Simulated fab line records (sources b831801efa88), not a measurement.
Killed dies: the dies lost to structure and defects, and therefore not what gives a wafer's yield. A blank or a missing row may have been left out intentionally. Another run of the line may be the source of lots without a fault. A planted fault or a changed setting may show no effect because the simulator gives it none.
fab line records | flow sfq-line
record: lots: 6 wafers: 17 last-day: 91
route steps=325 shown M0@32 I0@43 M1@58
lots that met no fault: from a run of the same line without faults
start-h: the number of hours between the record's first day and the start of the first shown wafer of the lot | wait-h: time in hours since the lot's previous step | " as in the row above | L1.1+2: a single row standing in for several wafers | - value missing, or start not given | * or withheld: withheld | < > ~ a bound
route shown NAME@n: names a module that has steps shown in the file, with the first one's number in the route | usual: average and standard deviation across the fault-free wafers | same: alike in all rows | chamber/n: place in a boat | sites: each site's reading | _std_site: the standard deviation of these | _edge_site: inner sites' mean taken away from outer sites' mean | radius-mm: for every site, how far away it sits from the centre of the wafer | mask NAME#n: copy n | behind: the most recent tool/chamber to have shaped the wafer | hold: what put the lot on hold/how long, in hours/how the hold closed | device: which transistor (n, p or np) failed to switch | end of line: the tests these same wafers got at the end of their route | a step without rows: its recipe alone | killed: the dies lost at the first sort to structure and to defects; this is not the yield of the wafer | map: a wafer's dies, x killed, . not, _ none there
set.NAME: the run value of the setting; set.NAME@STEP: its run value at that earlier step | model.NAME: the simulator's own value behind a step, which no gauge read
lots seen at some steps along the route; tables by step, rows by wafer
services: from which hour (start-h, from the record's first day; less than 0 if before it) a tool's chamber was out of use, for how many hours, and why
== steps ==
step: SFQ_TRILAYER_M0_LITHO_COAT_026
recipe: resist: BARC spin-rpm: 3000 resist-thk-nm: 62
step: SFQ_TRILAYER_M0_LITHO_COAT_021
recipe: resist: KrF spin-rpm: 3000 resist-thk-nm: 600
step: SFQ_TRILAYER_M0_LITHO_SOFTBAKE_025
recipe: temp-c: withheld time-s: withheld resist: KrF
step: SFQ_TRILAYER_M0_LITHO_EXPOSE_022
recipe: mask-id: M0 na: 0.6 source-shape: conventional sigma-outer: 0.65 target-cd-nm: 500 dose-mj: 14.4
step: SFQ_TRILAYER_M0_LITHO_PEB_024
recipe: peb-temp-c: 115 peb-time-s: 60 resist: KrF
step: SFQ_TRILAYER_M0_LITHO_DEVELOP_023
recipe: time-s: 60 resist: KrF
step: SFQ_M0_OVL_MEAS_906
usual: M0_OVL: 3/5.5
columns lot.wafer tool chamber start-h wait-h M0_OVL[nm]
L733.2 overlay-02 - 176.15 0.1 2
L733.5 " - " " 3
L733.6 " - " " 4
L736.1 overlay-02 - 194.24 0.1 5
L736.5 " - " " -1
L736.6 " - " " 9
L741.1 overlay-01 - 226.94 0.1 1
L741.5 " - " " 3
L741.6 " - " " 5
L743.3 overlay-01 - 235.36 0.1 0
L743.4 " - " " -7
L743.6 " - " " -4
L744.3 overlay-01 - 238.96 0.1 13
L744.4 " - " " 16
L744.6 " - " " 15
L746.4 overlay-01 - 247.36 0.1 0
L746.5 " - " " 0
step: SFQ_TRILAYER_M0_BARC_OPEN_METAL_ETCH_031
recipe: mask-material: PR chemistry: O2 target-depth-nm: 125 target: BARC icp-w: 600 bias-w: 80 pressure-mtorr: 10 time-s: 41.7
step: SFQ_TRILAYER_M0_ETCH_METAL_ETCH_024
recipe: target: Nb stop-on: SiO2 mask-material: PR chemistry: Cl2/Ar target-depth-nm: 240 icp-w: 600 bias-w: 80 pressure-mtorr: 10 time-s: 120
usual: bias-w: 80.03/0.25 drypump-motor-current-A: 5.7/0.53 oes-product-au: 0.896/0.0069
columns lot.wafer tool chamber start-h wait-h bias-w drypump-motor-current-A oes-product-au rf-hours-counter-h
L733.2 rie-metal-03 0 176.24 0.0 80.01 5.1 0.899 15
L733.5 " 0 " " 80.11 5.1 0.886 -
L733.6 " 1 " " 80.15 6.5 0.902 -
L736.1 rie-metal-04 1 194.34 0.0 80.10 5.7 0.899 64
L736.5 " 0 " " 80.09 6.2 0.900 -
L736.6 " 1 " " 80.21 5.7 0.892 -
L741.1 rie-metal-01 0 227.04 0.0 80.04 5.0 0.886 100
L741.5 " 0 " " 80.43 5.0 0.896 -
L741.6 " 1 " " 79.72 5.6 0.897 -
L743.3 rie-metal-04 1 235.48 0.1 80.30 5.7 0.896 -
L743.4 " 0 " " 80.05 6.1 0.886 -
L743.6 " 0 " " 80.14 6.1 0.889 -
L744.3 rie-metal-01 1 239.08 0.1 79.79 5.6 0.893 -
L744.4 " 0 " " 80.39 5.0 0.889 -
L744.6 " 0 " " 80.24 5.0 0.892 -
L746.4 rie-metal-03 1 247.48 0.1 80.08 6.5 0.901 -
L746.5 " 1 " " 80.26 6.5 0.898 -
step: SFQ_TRILAYER_M0_STRIP_STRIP_025
recipe: gas: O2 power-w: 200 platen-temp-c: 40 overash-fraction: 0.65 chemistry: O2 pressure-mtorr: 50
step: SFQ_TRILAYER_M0_STRIP_SOLV_CLEAN_026
recipe: chemistry: NMP temp-c: 70 time-s: 600
step: SFQ_TRILAYER_I0_DEP_PECVD_027
recipe: material: SiO2 temp-c: 150 time-s: 111.11 pressure-torr: 2.4 rf-w: 183.3 precursor: SiH4/N2O target-thk-nm: 500
usual: heater-power-w: 86/18 throttle-valve-pct: 25.2/1.7
columns lot.wafer tool chamber start-h wait-h heater-power-w throttle-valve-pct
L733.2 pecvd-04 0 177.14 0.0 76 26.4
L733.5 " 0 " " 60 26.3
L733.6 " 1 " " 69 24.9
L736.1 pecvd-02 2 195.26 0.0 79 27.4
L736.5 " 1 " " 89 25.6
L736.6 " 2 " " 85 27.4
L741.1 pecvd-04 1 227.94 0.0 69 25.2
L741.5 " 2 " " 113 23.8
L741.6 " 1 " " 72 25.1
L743.3 pecvd-02 1 236.34 0.0 97 25.4
L743.4 " 1 " " 99 25.8
L743.6 " 0 " " 90 26.6
L744.3 pecvd-04 1 239.94 0.0 71 25.3
L744.4 " 0 " " 60 26.5
L744.6 " 2 " " 117 23.6
L746.4 pecvd-01 2 248.38 0.0 71 23.1
L746.5 " 1 " " 79 23.3
step: SFQ_TRILAYER_I0_CMP_CMP_028
recipe: material: SiO2 down-force-psi: 3 platen-rpm: 60 pad-velocity-m-s: 0.94248
usual: head-pressure-psi: 3.000/0.0067 motor-current-A: 10.0/0.75 time-to-endpoint-s: 208/8.8
columns lot.wafer tool chamber start-h wait-h head-pressure-psi motor-current-A time-to-endpoint-s model.SiO2_of_TRILAYER_I0_DEP_PECVD_027.thk-nm
L733.2 cmp-01 0 188.42 11.2 2.995 10.6 226 201.5
L733.6 " 1 " " 3.006 9.8 216 199.1
L733.5 " 2 " " 2.994 10.7 224 199.1
L736.1 cmp-02 1 205.65 10.4 3.005 9.4 200 198.5
L736.5 " 0 207.15 11.8 2.991 10.8 199 196.9
L736.6 " 1 " " 2.995 10.2 210 199.8
L741.1 cmp-02 2 232.65 4.7 3.012 8.9 214 200.4
L741.5 " 1 234.15 6.1 2.992 9.5 203 199.7
L741.6 " 2 " " 3.009 9.2 215 199.1
L743.4 cmp-02 2 245.15 8.7 2.998 9.3 211 199.7
L743.3 " 0 246.15 9.8 3.003 10.9 195 196.6
L743.6 " 2 247.15 10.7 2.994 9.0 234 179.6
L744.3 cmp-01 1 252.05 12.1 3.006 9.8 207 200.2
L744.4 " 2 " " 3.008 11.3 208 201
L744.6 " 3 " " 3.009 9.4 216 200.2
L746.4 cmp-02 1 258.15 9.7 3.002 9.4 200 198.6
L746.5 " 0 259.65 11.2 3.003 11.5 212 176.4
step: SFQ_I0_BOW_MEAS_907
recipe: mode: bow
usual: I0_BOW: 1/7.4
columns lot.wafer tool chamber start-h wait-h I0_BOW[um]
L733.2 film-metro-04 - 189.94 1.0 -3
L733.5 " - " " -8
L733.6 " - " " -21
L736.1 film-metro-03 - 208.15 2.0 -5
L736.5 " - " " -3
L736.6 " - " " 5
L741.1 film-metro-03 - 235.15 2.0 -4
L741.5 " - " " 15
L741.6 " - " " 4
L743.3 film-metro-04 - 248.19 1.5 -3
L743.4 " - " " -13
L743.6 " - " " -5
L743.3 film-metro-04 - 249.51 1.3 -
L743.4 " - " " -
L743.6 " - " " -
L744.3 film-metro-03 - 254.09 1.5 16
L744.4 " - " " 10
L744.6 " - " " 12
L746.4 film-metro-04 - 260.21 1.6 14
L746.5 " - " " -4
L746.4 film-metro-04 - 261.53 1.3 -
L746.5 " - " " -
step: SFQ_TRILAYER_I0_METRO_MEASURE_029
usual: thk-nm: 199.2/1.3
columns lot.wafer tool chamber start-h wait-h thk-nm
L733.2 film-metro-04 - 190.24 0.3 201.6
L733.5 " - " " 199.3
L733.6 " - " " 199.2
L736.1 film-metro-03 - 208.27 0.1 198.5
L736.5 " - " " 196.8
L736.6 " - " " 199.9
L741.1 film-metro-03 - 235.27 0.1 200.3
L741.5 " - " " 199.7
L741.6 " - " " 199.1
L743.3 film-metro-03 - 252.77 3.2 196.6
L743.4 " - " " 199.9
L743.6 " - " " 179.7
L743.3 film-metro-03 - 254.13 1.2 196.6
L743.4 " - " " 199.6
L743.6 " - " " 179.6
L744.3 film-metro-03 - 254.57 0.5 200.0
L744.4 " - " " 201.0
L744.6 " - " " 200.1
L746.4 film-metro-04 - 268.97 7.4 198.7
L746.5 " - " " 176.4
L746.4 film-metro-04 - 271.07 1.9 198.6
L746.5 " - " " 176.4
step: SFQ_TRILAYER_I0_VIA_LITHO_COAT_036
recipe: resist: BARC spin-rpm: 3000 resist-thk-nm: 62
step: SFQ_TRILAYER_I0_VIA_LITHO_COAT_031
recipe: resist: KrF spin-rpm: 3000 resist-thk-nm: 650
step: SFQ_TRILAYER_I0_VIA_LITHO_SOFTBAKE_035
recipe: temp-c: withheld time-s: withheld resist: KrF
step: SFQ_TRILAYER_I0_VIA_LITHO_EXPOSE_032
recipe: mask-id: I0 na: 0.6 source-shape: conventional sigma-outer: 0.65 target-cd-nm: 500 dose-mj: 21.3
step: SFQ_TRILAYER_I0_VIA_LITHO_PEB_034
recipe: peb-temp-c: 115 peb-time-s: 60 resist: KrF
step: SFQ_TRILAYER_I0_VIA_LITHO_DEVELOP_033
recipe: time-s: 60 resist: KrF
step: SFQ_I0_OVL_MEAS_908
usual: I0_OVL: -6/4.9
columns lot.wafer tool chamber start-h wait-h I0_OVL[nm]
L733.2 overlay-02 - 227.31 0.1 -3
L733.5 " - " " -2
L733.6 " - " " -3
L736.1 overlay-02 - 247.80 0.1 -11
L736.5 " - " " -10
L736.6 " - " " -15
L741.1 overlay-02 - 274.20 0.1 -3
L741.5 " - " " -10
L741.6 " - " " -14
L743.3 overlay-02 - 283.81 0.1 -2
L743.4 " - " " -4
L743.6 " - " " -12
L744.3 overlay-02 - 293.06 0.1 -11
L744.4 " - " " -6
L744.6 " - " " -5
L746.4 overlay-02 - 302.53 0.1 -3
L746.5 " - " " 1
step: SFQ_TRILAYER_I0_VIA_BARC_OPEN_VIA_ETCH_046
recipe: mask-material: PR chemistry: O2 target-depth-nm: 125 target: BARC source-w: 500 bias-w: 80 pressure-mtorr: 30 time-s: 41.7
usual: bias-w: 79.96/0.27 drypump-motor-current-A: 5.8/0.34 oes-product-au: 0.685/0.0051
columns lot.wafer tool chamber start-h wait-h bias-w drypump-motor-current-A oes-product-au rf-hours-counter-h
L733.2 rie-diel-02 2 227.34 0.0 80.20 5.8 0.682 0
L733.5 " 2 " " 80.14 5.8 0.694 -
L733.6 " 3 " " 80.10 5.9 0.687 -
L736.1 rie-diel-02 0 247.84 0.0 80.25 5.6 0.689 133
L736.5 " 1 " " 79.56 6.1 0.687 -
L736.6 " 2 " " 80.41 5.9 0.688 -
L741.1 rie-diel-03 0 274.24 0.0 80.59 6.2 0.687 82
L741.5 " 1 " " 79.70 5.8 0.695 -
L741.6 " 0 " " 80.46 6.2 0.676 -
L743.3 rie-diel-03 2 283.84 0.0 79.96 5.7 0.686 118
L743.4 " 1 " " 80.04 5.8 0.686 82
L743.6 " 1 " " 80.08 5.8 0.689 -
L744.3 rie-diel-02 0 293.08 0.0 79.66 5.5 0.685 133
L744.4 " 3 " " 79.84 5.9 0.679 52
L744.6 " 1 " " 80.05 6.1 0.682 -
L746.4 rie-diel-04 0 302.54 0.0 79.93 5.0 0.685 11
L746.5 " 2 " " 80.13 5.5 0.686 -
step: SFQ_TRILAYER_I0_VIA_ETCH_VIA_ETCH_034
recipe: target: SiO2 stop-on: Nb mask-material: PR taper-deg: 20 chemistry: CHF3 target-depth-nm: 260 source-w: 500 bias-w: 80 pressure-mtorr: 30 time-s: withheld
usual: bias-w: 80.00/0.26 drypump-motor-current-A: 5.8/0.34 oes-product-au: 0.853/0.0051
columns lot.wafer tool chamber start-h wait-h bias-w drypump-motor-current-A oes-product-au model.etch.depth-nm model.I0.feature-depth-nm
L733.2 rie-diel-02 2 227.38 0.0 80.24 5.9 0.855 201.5 201.5
L733.5 " 2 " " 80.04 5.9 0.850 199.1 199.1
L733.6 " 3 " " 79.80 5.9 0.848 199.1 199.1
L736.1 rie-diel-02 0 247.88 0.0 80.13 5.5 0.851 198.5 198.5
L736.5 " 1 " " 79.70 6.1 0.840 196.9 196.9
L736.6 " 2 " " 80.02 5.8 0.856 199.8 199.8
L741.1 rie-diel-03 0 274.28 0.0 80.26 6.2 0.858 200.4 200.4
L741.5 " 1 " " 79.87 5.8 0.844 199.7 199.7
L741.6 " 0 " " 79.69 6.2 0.859 199.1 199.1
L743.3 rie-diel-03 2 283.88 0.0 79.89 5.7 0.856 196.6 196.6
L743.4 " 1 " " 80.05 5.8 0.848 199.7 199.7
L743.6 " 1 " " 80.38 5.8 0.800 179.6 179.6
L744.3 rie-diel-02 0 293.12 0.0 80.12 5.6 0.853 200.2 200.2
L744.4 " 3 " " 80.03 5.9 0.853 201 201
L744.6 " 1 " " 79.97 6.1 0.855 200.2 200.2
L746.4 rie-diel-04 0 302.58 0.0 79.75 5.0 0.854 198.6 198.6
L746.5 " 2 " " 80.06 5.5 0.795 176.4 176.4
step: SFQ_TRILAYER_I0_VIA_STRIP_STRIP_035
recipe: gas: O2 power-w: 200 platen-temp-c: 40 overash-fraction: 0.65 chemistry: O2 pressure-mtorr: 50
usual: drypump-motor-current-A: 5.9/0.5 oes-product-au: 0.992/0.012
columns lot.wafer tool chamber start-h wait-h drypump-motor-current-A oes-product-au rf-hours-counter-h
L733.2 rie-metal-02 0 227.49 - 6.3 0.983 22
L733.5 " 1 " " 5.8 1.005 -
L733.6 " 0 " " 6.3 0.971 -
L736.1 rie-metal-02 1 247.99 - 5.9 0.996 33
L736.5 " 0 " " 6.3 0.976 -
L736.6 " 1 " " 5.9 1.007 -
L741.1 rie-metal-02 0 274.39 - 6.3 0.975 30
L741.5 " 1 " " 5.8 1.003 -
L741.6 " 0 " " 6.3 0.968 -
L743.3 rie-metal-02 1 284.19 - 5.8 0.995 -
L743.4 " 0 " " 6.3 0.982 -
L743.6 " 1 " " 5.8 1.002 -
L744.3 rie-metal-02 1 293.43 - 5.9 1.009 -
L744.4 " 0 " " 6.3 0.987 -
L744.6 " 0 " " 6.3 0.976 -
L746.4 rie-metal-03 0 302.90 - 5.0 1.013 -
L746.5 " 1 " " 6.5 0.988 -
step: SFQ_TRILAYER_I0_VIA_STRIP_SOLV_CLEAN_036
recipe: chemistry: NMP temp-c: 70 time-s: 600
step: SFQ_TRILAYER_M1_DEP_PRE_CLEAN_038
recipe: gas: Ar time-s: 22.5 bias-v: 250
columns lot.wafer tool chamber start-h wait-h model.SiO2_of_TRILAYER_I0_DEP_PECVD_027.thk-nm
L733.2 pvd-sputter-06 - 228.27 0.0 194
L733.5+6 " - " " 191.6
L736.1 pvd-sputter-06 - 248.77 0.0 191
L736.5 " - " " 189.4
L736.6 " - " " 192.3
L741.1 pvd-sputter-04 - 275.17 0.0 192.9
L741.5 " - " " 192.2
L741.6 " - " " 191.6
L743.3 pvd-sputter-06 - 284.77 0.0 189.1
L743.4 " - " " 192.2
L743.6 " - " " 172.1
L744.3+6 pvd-sputter-04 - 294.01 0.0 192.7
L744.4 " - " " 193.5
L746.4 pvd-sputter-04 - 303.47 0.0 191.1
L746.5 " - " " 168.9
step: SFQ_TRILAYER_M1_DEP_SPUTTER_037
recipe: material: Nb base-pressure-pa: 1.33e-06 chamber-pressure-pa: 0.1333 substrate-temp-c: 20 resputter-cathode-voltage-v: 400 target-thk-nm: 200 power-w: 2000 time-s: 133.3
usual: resputter-cathode-voltage-v: 400/4 substrate-temp-c: 20.01/0.12 throttle-valve-pct: 29.9/0.69
columns lot.wafer tool chamber start-h wait-h resputter-cathode-voltage-v substrate-temp-c throttle-valve-pct
L733.2 pvd-sputter-06 - 228.30 0.0 401 19.88 29.9
L733.5 " - " " 396 19.82 29.5
L733.6 " - " " 405 19.81 29.4
L736.1 pvd-sputter-06 - 248.79 0.0 401 19.92 29.8
L736.5 " - " " 401 20.23 29.8
L736.6 " - " " 400 19.95 29.3
L741.1 pvd-sputter-04 - 275.19 0.0 403 20.14 29.8
L741.5 " - " " 397 19.95 30.0
L741.6 " - " " 401 20.19 30.0
L743.3 pvd-sputter-06 - 284.79 0.0 401 19.98 29.1
L743.4 " - " " 395 20.09 29.9
L743.6 " - " " 398 20.12 30.1
L744.3 pvd-sputter-04 - 294.04 0.0 395 20.20 30.1
L744.4 " - " " 399 19.96 29.9
L744.6 " - " " 400 19.80 29.7
L746.4 pvd-sputter-04 - 303.50 0.0 404 19.87 29.9
L746.5 " - " " 400 19.97 29.2
== services ==
columns tool chamber start-h hours kind
cmp-02 - 154.15 7.8 repair
film-metro-03 - 158.25 1.0 pm
cmp-02 - 164.97 7.2 pm
pecvd-04 - 170.78 1.1 repair
film-metro-04 - 171.84 1.4 pm
film-metro-04 - 173.25 0.9 pm
rie-diel-03 - 178.34 1.5 repair
pecvd-04 1 182.53 18.8 repair
pecvd-04 0 183.83 11.9 repair
pecvd-04 2 188.75 2.6 repair
film-metro-03 - 188.79 1.2 pm
pvd-sputter-06 - 189.12 0.7 repair
rie-diel-03 1 190.87 7.5 repair
rie-diel-03 2 192.37 1.7 repair
rie-diel-02 2 193.84 8.5 repair
film-metro-03 - 203.47 1.8 pm
pvd-sputter-06 - 221.16 3.3 repair
cmp-01 - 229.04 1.0 repair
cmp-02 - 235.15 4.0 pm
rie-diel-03 1 260.50 5.9 repair
pvd-sputter-06 - 264.65 0.5 repair
rie-diel-02 0 269.45 7.8 repair
rie-diel-03 3 287.54 6.2 repair
film-metro-04 - 295.92 1.2 pm
== key ==
first-sign: step: SFQ_I0_BOW_MEAS_907 reading: visit direction: added
effect: step: SFQ_TRILAYER_I0_METRO_MEASURE_029 reading: visit direction: added
effect: step: SFQ_TRILAYER_I0_METRO_MEASURE_029 reading: thk-nm direction: down sigmas: 17 usual: 199.2 struck: 178.0
effect: step: SFQ_TRILAYER_I0_VIA_ETCH_VIA_ETCH_034 reading: oes-product-au direction: down sigmas: 11 usual: 0.853 struck: 0.798
model-effect: step: SFQ_TRILAYER_I0_CMP_CMP_028 value: SiO2_of_TRILAYER_I0_DEP_PECVD_027.thk-nm without: 198 struck: 178
model-effect: step: SFQ_TRILAYER_I0_VIA_ETCH_VIA_ETCH_034 value: etch.depth-nm without: 198 struck: 178
model-effect: step: SFQ_TRILAYER_M1_DEP_PRE_CLEAN_038 value: SiO2_of_TRILAYER_I0_DEP_PECVD_027.thk-nm without: 190.5 struck: 170.5
met-at SFQ_TRILAYER_I0_CMP_CMP_028
struck-wafers L743.6,L746.5
onset-between 232.65 245.15
fault: kind: process-parameter-drift tool: cmp-02 chamber: - onset-h: 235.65 steps: SFQ_TRILAYER_I0_CMP_CMP_028 channel: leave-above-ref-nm offset: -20 shape: step end-h: 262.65 scope: struck-wafers-only acts-in: these-recipes-only stated: 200
